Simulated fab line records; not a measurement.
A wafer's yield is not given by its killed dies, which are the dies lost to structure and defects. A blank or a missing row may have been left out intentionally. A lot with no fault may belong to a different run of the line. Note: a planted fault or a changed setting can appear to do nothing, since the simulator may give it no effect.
fab line records	flow sky130
record lots=13	wafers=39	last-day=49
route steps=708 shown METAL4@601 VIA4@640 METAL5@662 PAD_OPEN@708
lots that met no fault: from a run of the same line without faults
start-h: start of the lot's first displayed wafer, in hours after the record's first day	wait-h: time in hours since the lot's previous step	" unchanged from the row above	L1.1+2: one row covering several wafers at once	- no value present, or no start provided	* or withheld: withheld	< > ~ a bound
route shown NAME@n: names a module that has steps shown in the file, with the first one's number in the route	usual: mean/standard deviation of fault-free wafers	same: alike in all rows	chamber/n: place in a boat	sites: each site's reading	_std_site: the values' standard deviation	_edge_site: the outer-site mean with the inner-site mean subtracted	radius-mm: for every site, how far away it sits from the centre of the wafer	mask NAME#n: copy n	behind: the most recent tool/chamber to have shaped the wafer	hold: what put the lot on hold/how long, in hours/how the hold closed	device: whichever transistor did not switch (one of n, p or np)	end of line: at the end of the route, the tests of the same wafers	a step without rows: its recipe alone	killed: at the first sort, the dies lost to defects and structure; wafer yield is something else	map: dies across one wafer; x = killed, . = not, _ = none there
set.NAME: the setting as run; set.NAME@STEP: as run at that earlier step	model.NAME: the simulator's own value behind a step, which no gauge read
one table for each step of the route and one row for each wafer, over a sample of lots
services: a tool's chamber out of use, with start hour (start-h, from the record's first day; less than 0 if before it), hours out, and reason
## steps
# step SKY_METAL4_SPUTTER_03
# recipe material=Ti	target-thk-nm=5	power-w=3000	time-s=3.3	chamber-pressure-pa=0.4
# usual throttle-valve-pct=29.6/0.96
lot.wafer	tool	chamber	start-h	wait-h	throttle-valve-pct
L863.2	pvd-sputter-04	-	940.16	0.0	27.7
L863.3	"	-	"	"	30.3
L863.5	"	-	"	"	27.8
L864.3	pvd-sputter-01	-	941.36	0.0	29.4
L864.5	"	-	"	"	29.6
L864.6	"	-	"	"	29.5
L865.3	pvd-sputter-03	-	951.65	0.0	30.4
L865.4	"	-	"	"	30.2
L865.5	"	-	"	"	31.5
L866.1	pvd-sputter-01	-	964.87	0.0	29.2
L866.2	"	-	"	"	29.8
L866.5	"	-	"	"	29.8
L867.2	pvd-sputter-01	-	966.41	0.0	29.8
L867.5	"	-	"	"	29.7
L867.6	"	-	"	"	28.6
L868.1	pvd-sputter-04	-	972.90	0.0	30.1
L868.2	"	-	"	"	29.3
L868.3	"	-	"	"	29.4
L869.1	pvd-sputter-01	-	979.93	0.0	28.8
L869.5	"	-	"	"	28.9
L869.6	"	-	"	"	30.1
L871.1	pvd-sputter-04	-	992.94	0.0	29.9
L871.4	"	-	"	"	27.5
L871.6	"	-	"	"	29.1
L873.3	pvd-sputter-01	-	1017.03	0.0	29.2
L873.4	"	-	"	"	29.8
L873.5	"	-	"	"	28.5
L874.1	pvd-sputter-01	-	1019.79	0.0	29.4
L874.4	"	-	"	"	30.0
L874.5	"	-	"	"	29.0
L875.2	pvd-sputter-04	-	1025.21	0.0	29.2
L875.3	"	-	"	"	29.5
L875.6	"	-	"	"	27.5
L879.2	pvd-sputter-01	-	1048.20	0.0	29.8
L879.4	"	-	"	"	29.1
L879.5	"	-	"	"	29.6
L881.1	pvd-sputter-01	-	1059.82	0.0	29.0
L881.3	"	-	"	"	28.6
L881.6	"	-	"	"	29.1
# step SKY_VIA4_THK_MEAS_01
# recipe reads=SiO2_of_VIA4_HDPCVD_00
# usual VIA4_HDPCVD_THK=1749/15
lot.wafer	tool	chamber	start-h	wait-h	VIA4_HDPCVD_THK[nm]
L863.2	film-metro-01	-	989.07	0.1	1762
L863.3	"	-	"	"	1733
L863.5	"	-	"	"	1756
L864.3	film-metro-01	-	991.65	0.1	1738
L864.5	"	-	"	"	1747
L864.6	"	-	"	"	1756
L865.3	film-metro-04	-	1000.29	0.1	1728
L865.4	"	-	"	"	1741
L865.5	"	-	"	"	1751
L866.1	film-metro-04	-	1013.90	0.1	1754
L866.2	"	-	"	"	1753
L866.5	"	-	"	"	1747
L867.2	film-metro-01	-	1014.81	0.1	1746
L867.5	"	-	"	"	1740
L867.6	"	-	"	"	1740
L868.1	film-metro-04	-	1022.65	0.1	1766
L868.2	"	-	"	"	1766
L868.3	"	-	"	"	1768
L869.1	film-metro-04	-	1026.92	0.1	1790
L869.5	"	-	"	"	1780
L869.6	"	-	"	"	1764
L871.1	film-metro-03	-	1040.21	0.1	1765
L871.4	"	-	"	"	1773
L871.6	"	-	"	"	1774
L873.3	film-metro-01	-	1062.89	0.1	1748
L873.4	"	-	"	"	1749
L873.5	"	-	"	"	1756
L874.1	film-metro-03	-	1066.82	0.1	1749
L874.4	"	-	"	"	1759
L874.5	"	-	"	"	1729
L875.2	film-metro-01	-	1070.74	0.1	1768
L875.3	"	-	"	"	1742
L875.6	"	-	"	"	1773
L879.2	film-metro-04	-	1092.63	0.1	1742
L879.4	"	-	"	"	1733
L879.5	"	-	"	"	1731
L881.1	film-metro-01	-	1104.57	0.1	1755
L881.3	"	-	"	"	1763
L881.6	"	-	"	"	1764
# step SKY_VIA4_SPUTTER_17
# recipe material=TiN	target-thk-nm=20	chamber-pressure-pa=5	power-w=4000	time-s=80
# usual throttle-valve-pct=30.0/1.1
lot.wafer	tool	chamber	start-h	wait-h	throttle-valve-pct
L863.2	pvd-sputter-03	-	1013.32	0.0	31.2
L863.3	"	-	"	"	31.3
L863.5	"	-	"	"	30.3
L864.3	pvd-sputter-02	-	1016.05	0.0	29.7
L864.5	"	-	"	"	29.9
L864.6	"	-	"	"	31.5
L865.3	pvd-sputter-03	-	1024.48	0.0	31.5
L865.4	"	-	"	"	29.7
L865.5	"	-	"	"	30.0
L866.1	pvd-sputter-02	-	1036.72	0.0	31.2
L866.2	"	-	"	"	29.2
L866.5	"	-	"	"	31.4
L867.2	pvd-sputter-01	-	1038.37	0.0	29.9
L867.5	"	-	"	"	29.1
L867.6	"	-	"	"	28.4
L868.1	pvd-sputter-03	-	1045.98	0.0	31.4
L868.2	"	-	"	"	30.0
L868.3	"	-	"	"	30.3
L869.1	pvd-sputter-02	-	1050.02	0.0	27.9
L869.5	"	-	"	"	29.9
L869.6	"	-	"	"	27.7
L871.1	pvd-sputter-02	-	1062.79	0.0	29.4
L871.4	"	-	"	"	29.8
L871.6	"	-	"	"	29.1
L873.3	pvd-sputter-02	-	1085.19	0.0	29.7
L873.4	"	-	"	"	27.9
L873.5	"	-	"	"	31.2
L874.1	pvd-sputter-02	-	1088.47	0.0	29.2
L874.4	"	-	"	"	27.9
L874.5	"	-	"	"	29.2
L875.2	pvd-sputter-02	-	1093.17	0.0	29.4
L875.3	"	-	"	"	30.3
L875.6	"	-	"	"	29.5
L879.2	pvd-sputter-01	-	1113.53	0.0	28.6
L879.4	"	-	"	"	29.7
L879.5	"	-	"	"	29.2
L881.1	pvd-sputter-03	-	1125.36	0.0	29.9
L881.3	"	-	"	"	31.4
L881.6	"	-	"	"	30.1
# step SKY_METAL5_SPUTTER_01
# recipe material=TiN	target-thk-nm=20	power-w=6500	time-s=16.7	chamber-pressure-pa=0.4
# usual throttle-valve-pct=29.3/0.88
lot.wafer	tool	chamber	start-h	wait-h	throttle-valve-pct
L863.2	pvd-sputter-01	-	1014.04	0.0	28.8
L863.3	"	-	"	"	29.5
L863.5	"	-	"	"	29.5
L864.3	pvd-sputter-04	-	1016.76	0.0	29.2
L864.5	"	-	"	"	29.4
L864.6	"	-	"	"	27.5
L865.3	pvd-sputter-02	-	1025.19	0.0	29.1
L865.4	"	-	"	"	31.1
L865.5	"	-	"	"	28.1
L866.1	pvd-sputter-01	-	1037.43	0.0	28.8
L866.2	"	-	"	"	29.1
L866.5	"	-	"	"	28.3
L867.2	pvd-sputter-01	-	1039.08	0.0	29.8
L867.5	"	-	"	"	29.8
L867.6	"	-	"	"	29.0
L868.1	pvd-sputter-04	-	1046.70	0.0	29.3
L868.2	"	-	"	"	29.5
L868.3	"	-	"	"	29.8
L869.1	pvd-sputter-04	-	1050.73	0.0	29.3
L869.5	"	-	"	"	29.4
L869.6	"	-	"	"	30.0
L871.1	pvd-sputter-01	-	1063.50	0.0	29.4
L871.4	"	-	"	"	28.6
L871.6	"	-	"	"	29.8
L873.3	pvd-sputter-04	-	1086.33	0.0	30.1
L873.4	"	-	"	"	29.3
L873.5	"	-	"	"	29.1
L874.1	pvd-sputter-01	-	1089.19	0.0	28.0
L874.4	"	-	"	"	29.8
L874.5	"	-	"	"	28.7
L875.2	pvd-sputter-04	-	1093.91	0.0	30.0
L875.3	"	-	"	"	29.1
L875.6	"	-	"	"	29.2
L879.2	pvd-sputter-02	-	1114.25	0.0	27.7
L879.4	"	-	"	"	31.1
L879.5	"	-	"	"	30.0
L881.1	pvd-sputter-01	-	1126.12	0.0	28.5
L881.3	"	-	"	"	29.3
L881.6	"	-	"	"	29.5
# step SKY_PAD_OPEN_PROBE_99
# usual defect-limited-yield=82.4/2	killed_at_M0_to_M3=44/6.5	killed_at_M4_up=3.3/1.7	killed-at-contacts=25/5.3	killed-at-front-end=15/5	killed-at-other=0.2/0.47	killed-dies=87/9.9	killed-open=47/8	killed-short=39/6.1	sort_bin_3_pad_short=0.9/0.43	sort_bin_5_function=10.4/1.5	sort_bin_6_memory=6.2/1.2	sort-n-pass=405/9.9	sort-yield-pct=82.4/2
# same gross-dies=492	killed-at-back-side=0	sort_bin_4_leakage[%]=0	sort_bin_8_speed[%]=0
lot.wafer	tool	chamber	start-h	wait-h	defect-limited-yield[%]	killed_at_M0_to_M3	killed_at_M4_up	killed-at-contacts	killed-at-front-end	killed-at-other	killed-dies	killed-open	killed-short	sort_bin_3_pad_short[%]	sort_bin_5_function[%]	sort_bin_6_memory[%]	sort-n-pass	sort-yield-pct[%]
L879.2	prober-01	-	1173.17	0.1	85.6	36	7	19	9	0	71	37	34	0.8	8.7	4.9	421	85.6
L879.4	prober-01	-	1173.27	0.2	70.9	46	58	21	17	1	143	55	30	3.5	16.7	8.9	349	70.9
L879.5	prober-01	-	1173.32	0.2	81.3	50	2	21	19	0	92	45	47	0.6	11.8	6.3	400	81.3
L881.1	prober-02	-	1182.77	0.1	72.0	38	65	20	15	0	138	40	36	2.6	19.5	5.9	354	72.0
L881.3	prober-02	-	1182.87	0.2	83.1	36	4	27	15	1	83	41	42	0.8	11.4	4.7	409	83.1
L881.6	prober-02	-	1183.02	0.2	79.9	47	3	36	13	0	99	61	38	0.8	13.8	5.5	393	79.9
# killed by level:class
L879.2 VIA1:geometric-particle:open=8 CONTACT:geometric-particle:open=7 METAL1:geometric-particle:short=7 VIA2:geometric-particle:open=6 METAL4:geometric-particle:short=6 LI_CONTACT:geometric-particle:open=4 METAL2:geometric-particle:short=4 POLY_GATE:geometric-particle:open=3
L879.4 METAL4:unspecified=58 CONTACT:geometric-particle:open=11 VIA1:geometric-particle:open=10 POLY_GATE:geometric-particle:open=8 VIA2:geometric-particle:open=7 VIA1:geometric-particle:short=6 VIA3:geometric-particle:open=6 METAL2:geometric-particle:short=6
L879.5 METAL1:geometric-particle:short=11 VIA1:geometric-particle:short=10 CONTACT:geometric-particle:open=10 VIA3:geometric-particle:open=7 FIELD_ISO:geometric-particle:open=6 METAL2:geometric-particle:short=6 VIA1:geometric-particle:open=6 LI_CONTACT:geometric-particle:open=5
L881.1 METAL4:unspecified=62 VIA1:geometric-particle:open=13 CONTACT:geometric-particle:short=7 VIA3:geometric-particle:open=6 CONTACT:geometric-particle:open=5 METAL2:geometric-particle:short=5 POLY_GATE:geometric-particle:short=4 LOCAL_INTERCONNECT:geometric-particle:short=4
L881.3 CONTACT:geometric-particle:open=9 VIA1:geometric-particle:short=8 VIA1:geometric-particle:open=7 CONTACT:geometric-particle:short=6 LI_CONTACT:geometric-particle:open=6 FIELD_ISO:geometric-particle:open=5 LOCAL_INTERCONNECT:geometric-particle:short=5 VIA3:geometric-particle:open=5
L881.6 VIA1:geometric-particle:open=12 CONTACT:geometric-particle:open=11 VIA3:geometric-particle:open=10 LOCAL_INTERCONNECT:geometric-particle:short=8 CONTACT:geometric-particle:short=7 METAL1:geometric-particle:short=7 VIA2:geometric-particle:open=6 FIELD_ISO:geometric-particle:open=5
## services
tool	chamber	start-h	hours	kind
pvd-sputter-02	-	968.13	2.4	repair
pvd-sputter-02	-	968.34	9.6	repair
pvd-sputter-04	-	979.53	5.0	repair
pvd-sputter-04	-	988.26	1.0	repair
pvd-sputter-01	-	1042.28	5.3	repair
pvd-sputter-03	-	1065.02	4.6	repair
pvd-sputter-02	-	1082.53	0.6	repair
pvd-sputter-01	-	1116.51	0.7	repair
## key
first-sign step=SKY_PAD_OPEN_PROBE_99	reading=killed_at_M4_up	direction=up	sigmas=34	usual=3.3	struck=61.5
effect step=SKY_PAD_OPEN_PROBE_99	reading=defect-limited-yield	direction=down	sigmas=5.4	usual=82.4	struck=71.4
met-at SKY_METAL4_SPUTTER_03
struck-lots L879,L881
struck-wafers L879.4,L881.1
not-acting-at SKY_VIA4_THK_MEAS_01,SKY_VIA4_SPUTTER_17,SKY_METAL5_SPUTTER_01
onset-between 1019.79 1048.20
fault kind=chamber-particle-source	tool=pvd-sputter-01	chamber=-	onset-h=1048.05	steps=SKY_METAL4_SPUTTER_03	rate-per-visit-cm2=1.0863	end-h=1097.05	scope=struck-wafers-only
